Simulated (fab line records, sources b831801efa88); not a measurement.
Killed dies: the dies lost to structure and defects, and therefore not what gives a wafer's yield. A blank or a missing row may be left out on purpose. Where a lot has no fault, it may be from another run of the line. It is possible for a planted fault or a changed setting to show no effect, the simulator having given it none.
fab line records | flow sky130
record: lots: 7 wafers: 21 last-day: 51
route steps=708 shown CAP2M@614 METAL4@621 PAD_OPEN@708
lots with no fault: from the same line, run without faults
start-h: hours from the record's first day to the start of the lot's first wafer shown | wait-h: time in hours since the lot's previous step | " same as the row above | L1.1+2: one row covering several wafers at once | - value missing, or start not given | * or withheld: withheld | < > ~ a bound
route shown NAME@n: names a module that has steps shown in the file, with the first one's number in the route | usual: mean/standard deviation taken from wafers without a fault | same: alike in all rows | chamber/n: place in a boat | sites: the reading at each site | _std_site: the values' standard deviation | _edge_site: the outer-site mean with the inner-site mean subtracted | radius-mm: for every site, how far away it sits from the centre of the wafer | mask NAME#n: copy n | behind: the tool/chamber that last shaped the wafer | hold: cause of the lot's hold/its duration in hours/its outcome | device: names the non-switching transistor (n, p or np) | end of line: tests of these same wafers at the route's end | a step with no rows: only its recipe | killed: the dies lost at the first sort to structure and to defects; this is not the yield of the wafer | map: the dies of a wafer, with x for killed, . for not killed, _ for no die there
set.NAME: the setting that was run; set.NAME@STEP: the one run at that earlier step | model.NAME: the simulator's own value behind a step, which no gauge read
lots at some steps of the route; a table a step, a row a wafer
services: from which hour (start-h, from the record's first day; less than 0 if before it) a tool's chamber was out of use, for how many hours, and why
== steps ==
step: SKY_CAP2M_DEVELOP_11
recipe: resist: NOVOLAK developer: TMAH develop-time-s: 60 dev-temp-c: 23
step: SKY_CAP2M_OVL_MEAS_12
usual: CAP2M_OVL: 1.2/1.2
columns lot.wafer tool chamber start-h wait-h CAP2M_OVL[nm]
L601.2 overlay-01 - 1011.82 0.1 1.8
L601.3 " - " " 1.0
L601.4 " - " " 1.0
L609.2 overlay-01 - 1063.06 0.1 -0.1
L609.5 " - " " 0.1
L609.6 " - " " 0.0
L615.1 overlay-02 - 1093.91 0.1 0.6
L615.4 " - " " 1.0
L615.5 " - " " 1.0
L616.1 overlay-01 - 1095.36 0.1 2.5
L616.2 " - " " 1.7
L616.3 " - " " 1.8
L617.2 overlay-01 - 1109.42 0.1 0.4
L617.5 " - " " 0.5
L617.6 " - " " -0.5
L619.2 overlay-01 - 1124.73 0.1 2.7
L619.3 " - " " 2.9
L619.6 " - " " 2.5
L621.1 overlay-02 - 1131.86 0.1 0.5
L621.3 " - " " 1.0
L621.4 " - " " 0.2
step: SKY_CAP2M_METAL_ETCH_13
recipe: target-depth-nm: 220 stop-on: SiO2 chemistry: Cl2/BCl3 target: TiN pressure-mtorr: 10 icp-w: 900 bias-w: 48.5 Cl2_flow_sccm: 60 bcl3-flow-sccm: 30 time-s: 62.9
usual: drypump-motor-current-A: 5.7/0.41 oes-product-au: 0.942/0.0071 throttle-valve-pct: 21.901/0.0095
columns lot.wafer tool chamber start-h wait-h drypump-motor-current-A oes-product-au rf-hours-counter-h throttle-valve-pct
L601.2 rie-metal-04 0 1011.85 0.0 6.4 0.938 19 21.906
L601.3 " 1 " " 5.4 0.935 - 21.918
L601.4 " 0 " " 6.4 0.941 - 21.902
L609.2 rie-metal-02 0 1063.09 0.0 5.5 0.936 15 21.892
L609.5 " 1 " " 5.3 0.941 - 21.901
L609.6 " 0 " " 5.5 0.937 - 21.900
L615.1 rie-metal-04 0 1093.94 0.0 6.4 0.947 26 21.905
L615.4 " 0 " " 6.4 0.948 - 21.900
L615.5 " 1 " " 5.5 0.940 - 21.900
L616.1 rie-metal-04 1 1095.39 0.0 5.5 0.948 21 21.908
L616.2 " 0 " " 6.4 0.952 26 21.906
L616.3 " 1 " " 5.5 0.951 - 21.908
L617.2 rie-metal-02 0 1109.45 0.0 5.5 0.944 18 21.895
L617.5 " 1 " " 5.3 0.932 - 21.922
L617.6 " 0 " " 5.5 0.946 - 21.912
L619.2 rie-metal-01 0 1124.76 0.0 6.4 0.941 3 21.884
L619.3 " 1 " " 6.0 0.949 - 21.918
L619.6 " 1 " " 6.0 0.945 - 21.903
L621.1 rie-metal-02 0 1131.89 0.0 5.5 0.942 19 21.896
L621.3 " 1 " " 5.4 0.933 - 21.917
L621.4 " 0 " " 5.5 0.940 - 21.887
step: SKY_CAP2M_STRIP_14
recipe: chemistry: O2/N2 power-w: 1400 pressure-mtorr: 1500 platen-temp-c: withheld o2-flow-sccm: 3000 n2-flow-sccm: 300 overash-fraction: 0.5
usual: drypump-motor-current-A: 5.70/0.23 oes-product-au: 0.710/0.0044 strip-time-to-endpoint-s: 12.66/0.044
columns lot.wafer tool chamber start-h wait-h drypump-motor-current-A oes-product-au rf-hours-counter-h strip-time-to-endpoint-s
L601.2 plasma-asher-02 0 1011.93 0.1 6.02 0.716 118 12.66
L601.3 " 0 " " 6.00 0.704 - 12.66
L601.4 " 1 " " 5.72 0.711 - 12.60
L609.2 plasma-asher-01 0 1063.17 0.1 5.57 0.710 31 12.63
L609.5 " 0 " " 5.56 0.708 - 12.68
L609.6 " 1 " " 5.76 0.707 - 12.68
L615.1 plasma-asher-01 0 1094.02 0.1 5.58 0.708 33 12.70
L615.4 " 1 " " 5.73 0.709 - 12.66
L615.5 " 1 " " 5.72 0.715 - 12.69
L616.1 plasma-asher-01 1 1095.47 0.1 5.75 0.711 34 12.72
L616.2 " 0 " " 5.56 0.707 34 12.66
L616.3 " 1 " " 5.74 0.707 - 12.66
L617.2 plasma-asher-01 0 1109.53 0.1 5.57 0.713 35 12.62
L617.5 " 0 " " 5.56 0.709 - 12.65
L617.6 " 1 " " 5.74 0.708 - 12.64
L619.2 plasma-asher-03 0 1124.83 0.1 5.86 0.716 71 12.61
L619.3 " 1 " " 5.20 0.708 - 12.64
L619.6 " 1 " " 5.20 0.716 - 12.66
L621.1 plasma-asher-03 1 1131.97 0.1 5.19 0.707 72 12.66
L621.3 " 0 " " 5.82 0.718 - 12.64
L621.4 " 1 " " 5.19 0.707 - 12.64
step: SKY_CAP2M_STRIP_15
recipe: chemistry: post-etch-residue-remover time-s: 1200 temp-c: 72.5
step: SKY_CAP2M_CLEAN_16
recipe: chemistry: IPA time-s: 180 temp-c: 25
step: SKY_CAP2M_CLEAN_17
recipe: chemistry: O3/DIW dry: n2-spin
step: SKY_METAL4_DEHYDRATE_05
recipe: temp-c: 200 time-s: 60
step: SKY_METAL4_HMDS_06
recipe: prime-time-s: 60 prime-temp-c: 120
step: SKY_METAL4_COAT_07
recipe: resist: BARC temp-c: withheld time-s: withheld spin-rpm: 3000 resist-thk-nm: 60
step: SKY_METAL4_COAT_08
recipe: resist: KrF-thick spin-rpm: 3000 resist-thk-nm: 1120
step: SKY_METAL4_SOFTBAKE_09
recipe: temp-c: 100 time-s: 90 resist: KrF-thick
step: SKY_METAL4_EXPOSE_10
recipe: mask-id: MM4 na: 0.68 source-shape: annular sigma-inner: 0.4 sigma-outer: 0.8 target-cd-nm: 300 dose-mj: 28
usual: exposure-dose-mJ-cm2: 27.897/0.025 reticle-temp-C: 22.98/0.12 stage-vel-mm-s: 499.95/0.27
columns lot.wafer tool chamber start-h wait-h mask exposure-dose-mJ-cm2 reticle-temp-C stage-vel-mm-s
L601.2 krf-scanner-02 0 1024.05 - MM4#0 27.884 23.07 500.13
L601.3 " 0 " " MM4#0 27.875 23.08 500.27
L601.4 " 0 " " MM4#0 27.859 22.97 500.04
L609.2 krf-scanner-01 0 1073.98 - MM4#0 27.865 23.00 499.85
L609.5 " 0 " " MM4#0 27.869 23.00 500.25
L609.6 " 0 " " MM4#0 27.910 22.88 500.08
L615.1 krf-scanner-02 0 1106.47 - MM4#0 27.485 22.93 500.00
L615.4 " 0 " " MM4#0 27.493 22.92 499.98
L615.5 " 0 " " MM4#0 27.476 23.08 500.03
L616.1 krf-scanner-01 0 1107.42 - MM4#0 27.891 23.04 500.11
L616.2 " 0 " " MM4#0 27.870 23.07 500.13
L616.3 " 0 " " MM4#0 27.907 22.95 500.55
L617.2 krf-scanner-02 0 1119.99 - MM4#0 27.564 22.82 500.12
L617.5 " 0 " " MM4#0 27.527 22.96 500.16
L617.6 " 0 " " MM4#0 27.538 22.91 499.32
L619.2 krf-scanner-01 0 1135.21 - MM4#0 27.909 23.00 499.98
L619.3 " 0 " " MM4#0 27.920 23.01 500.04
L619.6 " 0 " " MM4#0 27.935 22.96 499.95
L621.1 krf-scanner-02 0 1141.87 - MM4#0 27.668 22.72 499.93
L621.3 " 0 " " MM4#0 27.643 23.11 499.59
L621.4 " 0 " " MM4#0 27.645 22.77 499.65
step: SKY_METAL4_PEB_11
recipe: peb-temp-c: withheld peb-time-s: withheld resist: KrF-thick
step: SKY_METAL4_DEVELOP_12
recipe: develop-time-s: 60 resist: KrF-thick dev-temp-c: 21
step: SKY_METAL4_CD_MEAS_13
recipe: target-cd-nm: 300
usual: cd-nm: 299.7/1.5
columns lot.wafer tool chamber start-h wait-h cd-nm
L601.2 cd-sem-01 - 1036.75 - 298.6
L601.3 " - " " 300.0
L601.4 " - " " 300.3
L609.2 cd-sem-01 - 1085.54 - 298.7
L609.5 " - " " 298.9
L609.6 " - " " 300.2
L615.1 cd-sem-02 - 1115.37 - 301.5
L615.4 " - " " 300.3
L615.5 " - " " 300.0
L616.1 cd-sem-02 - 1116.87 - 296.5
L616.2 " - " " 297.0
L616.3 " - " " 295.6
L617.2 cd-sem-01 - 1131.31 - 303.3
L617.5 " - " " 302.3
L617.6 " - " " 302.5
L619.2 cd-sem-01 - 1144.68 - 300.7
L619.3 " - " " 300.5
L619.6 " - " " 300.5
L621.1 cd-sem-01 - 1152.26 - 304.5
L621.3 " - " " 304.0
L621.4 " - " " 302.7
step: SKY_METAL4_OVL_MEAS_14
usual: METAL4_OVL: -1/6.3
columns lot.wafer tool chamber start-h wait-h METAL4_OVL[nm]
L601.2 overlay-02 - 1036.85 0.1 1
L601.3 " - " " 5
L601.4 " - " " 1
L609.2 overlay-01 - 1085.64 0.1 12
L609.5 " - " " 7
L609.6 " - " " 14
L615.1 overlay-01 - 1115.49 0.1 -6
L615.4 " - " " -9
L615.5 " - " " -5
L616.1 overlay-01 - 1116.99 0.1 3
L616.2 " - " " -2
L616.3 " - " " 4
L617.2 overlay-01 - 1131.42 0.1 -6
L617.5 " - " " -10
L617.6 " - " " -9
L619.2 overlay-02 - 1144.78 0.1 -13
L619.3 " - " " -13
L619.6 " - " " -15
L621.1 overlay-02 - 1152.38 0.1 -3
L621.3 " - " " -2
L621.4 " - " " -6
step: SKY_METAL4_DESCUM_15
recipe: chemistry: O2 source-power-w: 150 bias-power-w: 0 pressure-mtorr: 10 temp-c: 40 time-s: 8
usual: drypump-motor-current-A: 5.8/0.48 oes-product-au: 0.995/0.01
same: bias-power-w: 0
columns lot.wafer tool chamber start-h wait-h drypump-motor-current-A oes-product-au rf-hours-counter-h model.METAL4.cd-nm
L601.2 rie-metal-03 1 1036.88 0.0 5.1 0.982 12 298.2
L601.3 " 0 " " 5.8 1.006 - 300.1
L601.4 " 1 " " 5.1 0.984 - 299.9
L609.2 rie-metal-03 0 1085.67 0.0 5.8 0.999 27 298.6
L609.5 " 1 " " 5.1 0.984 - 298.7
L609.6 " 0 " " 5.8 0.995 - 300.5
L615.1 rie-metal-01 1 1115.52 0.0 6.0 0.993 19 300.8
L615.4 " 0 " " 6.4 1.012 - 299.8
L615.5 " 0 " " 6.4 1.011 - 300.2
L616.1 rie-metal-01 0 1117.02 0.0 6.4 1.009 3 295.8
L616.2 " 1 " " 6.0 0.994 19 295.9
L616.3 " 1 " " 6.0 0.980 - 295.3
L617.2 rie-metal-04 0 1131.45 0.0 6.4 0.986 0 303.2
L617.5 " 1 " " 5.4 1.010 - 302.7
L617.6 " 0 " " 6.4 0.994 - 302.8
L619.2 rie-metal-03 1 1144.82 0.0 5.1 1.002 - 300.6
L619.3 " 1 " " 5.0 1.003 - 300.9
L619.6 " 1 " " 5.1 0.995 - 300.6
L621.1 rie-metal-04 1 1152.41 0.0 5.5 0.999 27 303.8
L621.3 " 1 " " 5.5 0.993 - 303.9
L621.4 " 0 " " 6.3 0.979 - 303.4
step: SKY_METAL4_ETCH_16
recipe: chemistry: N2/H2 target: BARC ion-energy-ev: 200 bias-w: 100 pressure-mtorr: 30 n2-flow-sccm: 100 h2-flow-sccm: 200 icp-w: 500 stop-on: SiO2 time-s: 88.2 target-depth-a: 600
usual: drypump-motor-current-A: 5.9/0.48 oes-product-au: 0.626/0.0053 throttle-valve-pct: 13.205/0.0086
columns lot.wafer tool chamber start-h wait-h drypump-motor-current-A oes-product-au rf-hours-counter-h throttle-valve-pct
L601.2 rie-metal-03 1 1036.92 0.0 5.0 0.630 12 13.203
L601.3 " 0 " " 5.9 0.621 - 13.195
L601.4 " 1 " " 5.0 0.626 - 13.213
L609.2 rie-metal-03 0 1085.70 0.0 5.8 0.621 27 13.201
L609.5 " 1 " " 5.1 0.625 - 13.204
L609.6 " 0 " " 5.9 0.628 - 13.206
L615.1 rie-metal-01 1 1115.55 0.0 6.0 0.624 19 13.194
L615.4 " 0 " " 6.4 0.625 - 13.206
L615.5 " 0 " " 6.4 0.624 - 13.215
L616.1 rie-metal-01 0 1117.05 0.0 6.5 0.634 3 13.196
L616.2 " 1 " " 6.0 0.636 19 13.206
L616.3 " 1 " " 6.1 0.625 - 13.190
L617.2 rie-metal-04 0 1131.48 0.0 6.4 0.622 0 13.219
L617.5 " 1 " " 5.5 0.625 - 13.208
L617.6 " 0 " " 6.4 0.624 - 13.202
L619.2 rie-metal-03 1 1144.91 0.1 5.0 0.626 - 13.198
L619.3 " 1 " " 5.1 0.624 - 13.210
L619.6 " 1 " " 5.1 0.639 - 13.220
L621.1 rie-metal-04 1 1152.45 0.0 5.5 0.626 27 13.208
L621.3 " 1 " " 5.5 0.624 - 13.207
L621.4 " 0 " " 6.4 0.624 - 13.202
step: SKY_PAD_OPEN_PROBE_99
usual: defect-limited-yield: 82.8/2 killed_at_M0_to_M3: 43/6.8 killed_at_M4_up: 3.3/1.9 killed-at-contacts: 24/5.3 killed-at-front-end: 14/4.3 killed-at-other: 0.3/0.62 killed-dies: 85/9.8 killed-open: 46/8 killed-short: 39/5.9 sort_bin_3_pad_short: 0.8/0.39 sort_bin_5_function: 10.2/1.5 sort_bin_6_memory: 6.2/1.2 sort-n-pass: 407/9.8 sort-yield-pct: 82.8/2
same: gross-dies: 492 killed-at-back-side: 0 sort_bin_4_leakage[%]: 0 sort_bin_8_speed[%]: 0
columns lot.wafer tool chamber start-h wait-h defect-limited-yield[%] killed_at_M0_to_M3 killed_at_M4_up killed-at-contacts killed-at-front-end killed-at-other killed-dies killed-open killed-short sort_bin_3_pad_short[%] sort_bin_5_function[%] sort_bin_6_memory[%] sort-n-pass sort-yield-pct[%]
L601.2 prober-02 - 1128.93 0.1 83.7 40 1 24 15 0 80 39 41 0.8 10.2 5.3 412 83.7
L601.3 prober-02 - 1128.98 0.2 83.5 38 4 27 12 0 81 44 37 0.8 9.6 6.1 411 83.5
L601.4 prober-02 - 1129.03 0.2 83.5 35 5 29 12 0 81 42 39 0.4 11.0 5.1 411 83.5
L609.2 prober-02 - 1172.60 0.1 86.4 35 4 13 15 0 67 39 28 0.4 8.1 5.1 425 86.4
L609.5 prober-02 - 1172.75 0.2 82.1 46 1 24 15 2 88 42 46 1.2 8.3 8.3 404 82.1
L609.6 prober-02 - 1172.80 0.2 85.4 30 4 25 13 0 72 38 34 0.4 8.3 5.9 420 85.4
L617.2 prober-02 - 1210.11 0.1 83.3 41 3 26 12 0 82 45 37 1.0 9.8 5.9 410 83.3
L617.5 prober-02 - 1210.26 0.2 84.8 42 2 23 8 0 75 41 34 0.6 8.5 6.1 417 84.8
L617.6 prober-02 - 1210.31 0.2 82.3 42 3 23 19 0 87 48 39 0.6 11.6 5.5 405 82.3
L619.2 prober-02 - 1220.07 0.1 84.3 41 3 22 11 0 77 43 34 0.4 10.4 4.9 415 84.3
L619.3 prober-02 - 1220.12 0.2 80.5 47 4 27 18 0 96 47 49 0.8 11.6 7.1 396 80.5
L619.6 prober-02 - 1220.27 0.2 81.3 57 2 19 14 0 92 53 39 0.4 10.0 8.3 400 81.3
L621.1 prober-02 - 1226.27 0.1 82.9 37 0 28 19 0 84 53 31 0.4 11.2 5.5 408 82.9
L621.3 prober-02 - 1226.37 0.2 83.3 52 1 16 13 0 82 40 42 0.8 9.3 6.5 410 83.3
L621.4 prober-02 - 1226.42 0.2 82.9 37 1 30 16 0 84 42 42 0.8 10.6 5.7 408 82.9
killed by level:class
L601.2 CONTACT:geometric-particle:open=11 VIA1:geometric-particle:short=7 METAL1:geometric-particle:short=6 VIA1:geometric-particle:open=6 CONTACT:geometric-particle:short=5 FIELD_ISO:geometric-particle:short=4 LI_CONTACT:geometric-particle:open=4 VIA2:geometric-particle:open=4
L601.3 CONTACT:geometric-particle:open=12 VIA1:geometric-particle:open=8 FIELD_ISO:geometric-particle:open=6 CONTACT:geometric-particle:short=6 VIA2:geometric-particle:open=6 METAL1:geometric-particle:short=5 VIA3:geometric-particle:open=5 FIELD_ISO:geometric-particle:short=4
L601.4 VIA2:geometric-particle:open=11 LOCAL_INTERCONNECT:geometric-particle:short=8 CONTACT:geometric-particle:short=7 CONTACT:geometric-particle:open=7 LI_CONTACT:geometric-particle:open=6 VIA3:geometric-particle:open=6 VIA1:geometric-particle:short=4 METAL4:geometric-particle:short=4
L609.2 VIA1:geometric-particle:open=12 CONTACT:geometric-particle:open=5 VIA1:geometric-particle:short=5 VIA2:geometric-particle:open=5 POLY_GATE:geometric-particle:open=4 FIELD_ISO:geometric-particle:short=3 FIELD_ISO:geometric-particle:open=3 METAL2:geometric-particle:short=3
L609.5 CONTACT:geometric-particle:open=9 VIA3:geometric-particle:open=7 VIA2:geometric-particle:open=7 VIA1:geometric-particle:open=7 CONTACT:geometric-particle:short=7 VIA1:geometric-particle:short=7 METAL1:geometric-particle:short=6 VIA3:geometric-particle:short=6
L609.6 CONTACT:geometric-particle:open=8 LOCAL_INTERCONNECT:geometric-particle:short=7 LI_CONTACT:geometric-particle:open=5 VIA1:geometric-particle:open=5 VIA2:geometric-particle:short=5 VIA2:geometric-particle:open=5 POLY_GATE:geometric-particle:open=4 VIA3:geometric-particle:open=4
L617.2 VIA1:geometric-particle:open=10 CONTACT:geometric-particle:open=9 LI_CONTACT:geometric-particle:open=8 VIA2:geometric-particle:open=7 LI_CONTACT:geometric-particle:short=5 POLY_GATE:geometric-particle:open=5 METAL1:geometric-particle:short=5 VIA1:geometric-particle:short=5
L617.5 VIA1:geometric-particle:open=9 LI_CONTACT:geometric-particle:open=7 CONTACT:geometric-particle:open=7 VIA2:geometric-particle:open=6 VIA2:geometric-particle:short=5 LOCAL_INTERCONNECT:geometric-particle:short=5 VIA3:geometric-particle:open=4 LI_CONTACT:geometric-particle:short=4
L617.6 CONTACT:geometric-particle:open=9 VIA3:geometric-particle:open=8 VIA1:geometric-particle:open=7 FIELD_ISO:geometric-particle:short=6 VIA2:geometric-particle:open=6 SPACER:geometric-particle:open=5 LI_CONTACT:geometric-particle:open=5 METAL2:geometric-particle:short=5
L619.2 CONTACT:geometric-particle:open=10 VIA2:geometric-particle:open=10 POLY_GATE:geometric-particle:open=5 CONTACT:geometric-particle:short=5 VIA1:geometric-particle:open=5 LOCAL_INTERCONNECT:geometric-particle:short=4 METAL3:geometric-particle:short=4 METAL1:geometric-particle:short=4
L619.3 VIA2:geometric-particle:open=9 CONTACT:geometric-particle:open=7 FIELD_ISO:geometric-particle:short=6 LI_CONTACT:geometric-particle:open=6 LOCAL_INTERCONNECT:geometric-particle:short=6 METAL1:geometric-particle:short=6 FIELD_ISO:geometric-particle:open=5 VIA1:geometric-particle:open=5
L619.6 VIA1:geometric-particle:open=12 VIA2:geometric-particle:open=10 VIA1:geometric-particle:short=7 CONTACT:geometric-particle:open=6 FIELD_ISO:geometric-particle:short=5 LI_CONTACT:geometric-particle:open=5 METAL1:geometric-particle:short=5 VIA3:geometric-particle:open=5
L621.1 LI_CONTACT:geometric-particle:open=9 VIA1:geometric-particle:open=8 FIELD_ISO:geometric-particle:open=7 CONTACT:geometric-particle:open=7 VIA2:geometric-particle:open=7 CONTACT:geometric-particle:short=5 METAL1:geometric-particle:short=4 VIA3:geometric-particle:open=4
L621.3 VIA1:geometric-particle:open=11 VIA2:geometric-particle:open=7 FIELD_ISO:geometric-particle:short=6 METAL2:geometric-particle:short=6 VIA1:geometric-particle:short=6 CONTACT:geometric-particle:open=5 METAL1:geometric-particle:short=5 VIA3:geometric-particle:open=5
L621.4 LOCAL_INTERCONNECT:geometric-particle:short=13 VIA1:geometric-particle:open=9 METAL1:geometric-particle:short=8 CONTACT:geometric-particle:open=7 VIA3:geometric-particle:open=7 LI_CONTACT:geometric-particle:open=6 FIELD_ISO:geometric-particle:short=5 CONTACT:geometric-particle:short=4
== services ==
columns tool chamber start-h hours kind
rie-metal-01 - 1002.06 15.6 pm
krf-scanner-02 - 1003.30 3.6 pm
krf-scanner-02 - 1012.64 1.3 pm
krf-scanner-01 - 1027.31 1.3 pm
krf-scanner-01 - 1036.36 6.1 repair
krf-scanner-02 - 1047.57 0.8 pm
krf-scanner-01 - 1050.64 0.6 repair
rie-metal-01 1 1053.57 9.2 repair
plasma-asher-02 - 1055.25 9.0 pm
rie-metal-04 1 1061.51 4.9 repair
plasma-asher-01 - 1066.00 9.7 repair
krf-scanner-02 - 1069.84 1.0 pm
krf-scanner-02 - 1073.35 4.4 pm
krf-scanner-02 - 1079.35 5.4 repair
krf-scanner-01 - 1101.56 2.7 repair
rie-metal-04 0 1107.28 - clean
rie-metal-04 0 1107.28 23.8 scheduled-down
rie-metal-04 0 1107.28 23.8 vent-cycle
rie-metal-04 - 1115.26 0.7 repair
krf-scanner-01 - 1140.18 1.0 pm
krf-scanner-01 - 1142.29 0.8 pm
rie-metal-03 0 1143.25 - clean
krf-scanner-02 - 1145.50 1.5 repair
krf-scanner-01 - 1151.46 0.9 repair
== key ==
first-sign: step: SKY_METAL4_EXPOSE_10 reading: exposure-dose-mJ-cm2 direction: down sigmas: 14 usual: * struck: *
effect: step: SKY_METAL4_CD_MEAS_13 reading: cd-nm direction: up sigmas: 1.7 usual: 299.7 struck: 302.3 through: control-loop
model-effect: step: SKY_METAL4_DESCUM_15 value: METAL4.cd-nm without: 300.1 struck: 302.3
met-at SKY_METAL4_EXPOSE_10
struck-wafers L615.1,L615.4,L615.5,L617.2,L617.5,L617.6,L621.1,L621.3,L621.4
loop-trim: step: SKY_METAL4_EXPOSE_10 setting: dose lots: L617,L621
onset-between 1024.05 1106.47
fault: kind: process-parameter-drift tool: krf-scanner-02 chamber: - onset-h: 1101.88 steps: SKY_METAL4_EXPOSE_10 channel: dose-mj offset: -0.42511 shape: step acts-in: these-recipes-only stated: 28
loop-trim: a control loop set the setting to another value than it would have without faults
